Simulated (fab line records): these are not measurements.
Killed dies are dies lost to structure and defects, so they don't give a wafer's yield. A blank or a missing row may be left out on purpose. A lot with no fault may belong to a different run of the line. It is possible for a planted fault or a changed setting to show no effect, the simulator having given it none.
Which tool is to blame? / flow sky130 / Sampling: 13 lots, 39 wafers, 5 of 708 route steps

== WHAT THE GAUGES SHOWED, per wafer ==
SKY_LDD_LDN_OVL_MEAS_07.
lot=L348; measured=day 22 13:03; on=overlay-01; LDD_LDN_OVL (nm)=-1.0 -2.2 -1.1
lot=L349; measured=day 23 10:50; on=overlay-01; LDD_LDN_OVL (nm)=-1.7 -1.5 -1.3
lot=L350; measured=day 23 15:45; on=overlay-02; LDD_LDN_OVL (nm)=-1.7 -0.4 -0.4
lot=L351; measured=day 23 20:46; on=overlay-01; LDD_LDN_OVL (nm)=-1.2 -0.5 -0.1
lot=L352; measured=day 24 06:31; on=overlay-01; LDD_LDN_OVL (nm)=-1.6 -0.8 0.1
lot=L353; measured=day 24 17:11; on=overlay-02; LDD_LDN_OVL (nm)=-1.6 -1.2 -0.6
lot=L355; measured=day 25 17:19; on=overlay-02; LDD_LDN_OVL (nm)=-1.7 -2.6 -2.0
lot=L356; measured=day 26 00:40; on=overlay-02; LDD_LDN_OVL (nm)=0.1 -0.7 1.0
lot=L360; measured=day 27 02:24; on=overlay-01; LDD_LDN_OVL (nm)=-0.8 -2.0 -1.3
lot=L363; measured=day 28 16:15; on=overlay-02; LDD_LDN_OVL (nm)=-1.4 -1.9 -2.1
lot=L366; measured=day 29 10:21; on=overlay-01; LDD_LDN_OVL (nm)=-0.3 -0.7 -2.1
lot=L371; measured=day 31 09:01; on=overlay-02; LDD_LDN_OVL (nm)=-2.7 -2.7 -3.2
lot=L370; measured=day 31 11:01; on=overlay-02; LDD_LDN_OVL (nm)=-0.1 0.9 1.6

SKY_LDD_LDN_TW_MEAS_13.
lot=L348; measured=day 22 13:47; on=film_metro-04; LDD_LDN_TW=1469 1476 1484
lot=L349; measured=day 23 11:34; on=film_metro-02; LDD_LDN_TW=1499 1494 1501
lot=L350; measured=day 23 16:29; on=film_metro-02; LDD_LDN_TW=1486 1499 1505
lot=L351; measured=day 23 21:30; on=film_metro-02; LDD_LDN_TW=1498 1492 1494
lot=L352; measured=day 24 07:15; on=film_metro-02; LDD_LDN_TW=1493 1498 1500
lot=L353; measured=day 24 19:29; on=film_metro-04; LDD_LDN_TW=1473 1477 1474
lot=L355; measured=day 25 18:03; on=film_metro-03; LDD_LDN_TW=1477 1471 1480
lot=L356; measured=day 26 01:24; on=film_metro-02; LDD_LDN_TW=1494 1491 1500
lot=L360; measured=day 27 03:08; on=film_metro-02; LDD_LDN_TW=1493 1497 1496
lot=L363; measured=day 28 16:59; on=film_metro-03; LDD_LDN_TW=1464 1468 1473
lot=L366; measured=day 29 11:05; on=film_metro-02; LDD_LDN_TW=1497 1494 1494
lot=L371; measured=day 31 09:45; on=film_metro-03; LDD_LDN_TW=1485 1482 1477
lot=L370; measured=day 31 11:44; on=film_metro-02; LDD_LDN_TW=1480 1482 1479

SKY_POLY_CUT_CD_MEAS_08: the cd target is 270 nm.
lot=L348; measured=day 23 21:47; on=cd_sem-02; cd_nm (nm)=265.8 265.6 266.4
lot=L349; measured=day 24 19:29; on=cd_sem-01; cd_nm (nm)=267.9 266.5 267.8
lot=L350; measured=day 24 23:38; on=cd_sem-02; cd_nm (nm)=267.5 268.4 267.4
lot=L351; measured=day 25 05:09; on=cd_sem-02; cd_nm (nm)=269.8 268.5 268.8
lot=L352; measured=day 25 14:05; on=cd_sem-01; cd_nm (nm)=269.2 269.2 268.5
lot=L353; measured=day 26 02:32; on=cd_sem-01; cd_nm (nm)=272.1 271.6 272.6
lot=L355; measured=day 27 00:40; on=cd_sem-02; cd_nm (nm)=269.0 269.9 270.0
lot=L356; measured=day 27 07:42; on=cd_sem-01; cd_nm (nm)=268.5 270.0 269.6
lot=L360; measured=day 28 08:57; on=cd_sem-01; cd_nm (nm)=268.6 268.7 269.3
lot=L363; measured=day 29 21:46; on=cd_sem-01; cd_nm (nm)=269.3 269.3 269.0
lot=L366; measured=day 30 16:41; on=cd_sem-02; cd_nm (nm)=268.6 270.4 270.1
lot=L371; measured=day 32 14:35; on=cd_sem-02; cd_nm (nm)=268.9 270.8 267.4
lot=L370; measured=day 32 18:13; on=cd_sem-02; cd_nm (nm)=268.6 270.3 269.7

SKY_RES_XHIGH_TW_MEAS_09.
lot=L348; measured=day 26 09:18; on=film_metro-01; RES_XHIGH_TW=1679 1674 1687
lot=L349; measured=day 27 06:42; on=film_metro-01; RES_XHIGH_TW=1678 1676 1683
lot=L350; measured=day 27 09:46; on=film_metro-02; RES_XHIGH_TW=1662 1657 1666
lot=L351; measured=day 27 16:22; on=film_metro-01; RES_XHIGH_TW=1673 1674 1683
lot=L352; measured=day 28 00:01; on=film_metro-01; RES_XHIGH_TW=1681 1684 1678
lot=L353; measured=day 28 12:21; on=film_metro-02; RES_XHIGH_TW=1650 1673 1657
lot=L355; measured=day 29 10:10; on=film_metro-02; RES_XHIGH_TW=1649 1671 1655
lot=L356; measured=day 29 17:58; on=film_metro-02; RES_XHIGH_TW=1663 1661 1666
lot=L360; measured=day 30 17:10; on=film_metro-04; RES_XHIGH_TW=1636 1648 1633
lot=L363; measured=day 32 05:07; on=film_metro-02; RES_XHIGH_TW=30 30 30
lot=L366; measured=day 32 23:22; on=film_metro-01; RES_XHIGH_TW=1671 1677 1668
lot=L371; measured=day 34 20:04; on=film_metro-02; RES_XHIGH_TW=1632 1642 1641
lot=L370; measured=day 34 23:03; on=film_metro-01; RES_XHIGH_TW=1657 1662 1655

== WHICH TOOL RAN EACH LOT (tool, then ch and the chambers of the sampled wafers, then the start) ==
lot=L348; SKY_RES_XHIGH_EXPOSE_04=iline_stepper-01 ch 0, day 25 18:36
lot=L349; SKY_RES_XHIGH_EXPOSE_04=iline_stepper-01 ch 0, day 26 16:00
lot=L350; SKY_RES_XHIGH_EXPOSE_04=iline_stepper-02 ch 0, day 26 19:38
lot=L351; SKY_RES_XHIGH_EXPOSE_04=iline_stepper-01 ch 0, day 27 01:42
lot=L352; SKY_RES_XHIGH_EXPOSE_04=iline_stepper-02 ch 0, day 27 09:57
lot=L353; SKY_RES_XHIGH_EXPOSE_04=iline_stepper-02 ch 0, day 27 21:45
lot=L355; SKY_RES_XHIGH_EXPOSE_04=iline_stepper-02 ch 0, day 28 20:44
lot=L356; SKY_RES_XHIGH_EXPOSE_04=iline_stepper-01 ch 0, day 29 03:31
lot=L360; SKY_RES_XHIGH_EXPOSE_04=iline_stepper-02 ch 0, day 30 03:51
lot=L363; SKY_RES_XHIGH_EXPOSE_04=iline_stepper-02 ch 0, day 31 15:23
lot=L366; SKY_RES_XHIGH_EXPOSE_04=iline_stepper-02 ch 0, day 32 10:17
lot=L371; SKY_RES_XHIGH_EXPOSE_04=iline_stepper-01 ch 0, day 34 06:33
lot=L370; SKY_RES_XHIGH_EXPOSE_04=iline_stepper-01 ch 0, day 34 09:57
- SKY_RES_XHIGH_EXPOSE_04: exposes mask URPM, target cd 1270 nm.

== WHAT THE TOOLS THEMSELVES READ (means of the sampled wafers that have a number; where no wafer has one, the mark that the record gives instead) ==
The record holds no such reading with a usual standard deviation.

== THE ANSWER, worked out from the rows above alone ==
Rule: what is usual is taken from the lots themselves. Put in order of their means at a reading, lots are off if they are a third of the lots or fewer, leave a main group of 4 or more, and stand apart from it by a gap of 3 or more times the standard deviation of the main group's means; of several such gaps the widest counts. The tables above print the reading to a certain number of digits; a main group whose means all agree to those digits is not used. A lot without any number at a reading at which 4 lots or more have one is off too. Any other lot the step has rows for is counted as sound. Order of review: gauges by route order, followed by the tools' own readings, for which a lot's mean as printed above is used. The first step at which some lot is off is used, and at that step the reading that is off furthest; a lot without a number counts as furthest.
Off: L363, at SKY_RES_XHIGH_TW_MEAS_09 (RES_XHIGH_TW). The main group has a mean of 1664 with a standard deviation of 14.
If a tool, at a process step before that reading, ran all the lots that are off and no sound lot after the first of them, it fits. The gauges at SKY_RES_XHIGH_TW_MEAS_09 are tried like those tools. Of those tried, none fits.

== WHAT HAD BEEN PUT IN BY THE SIMULATOR ==
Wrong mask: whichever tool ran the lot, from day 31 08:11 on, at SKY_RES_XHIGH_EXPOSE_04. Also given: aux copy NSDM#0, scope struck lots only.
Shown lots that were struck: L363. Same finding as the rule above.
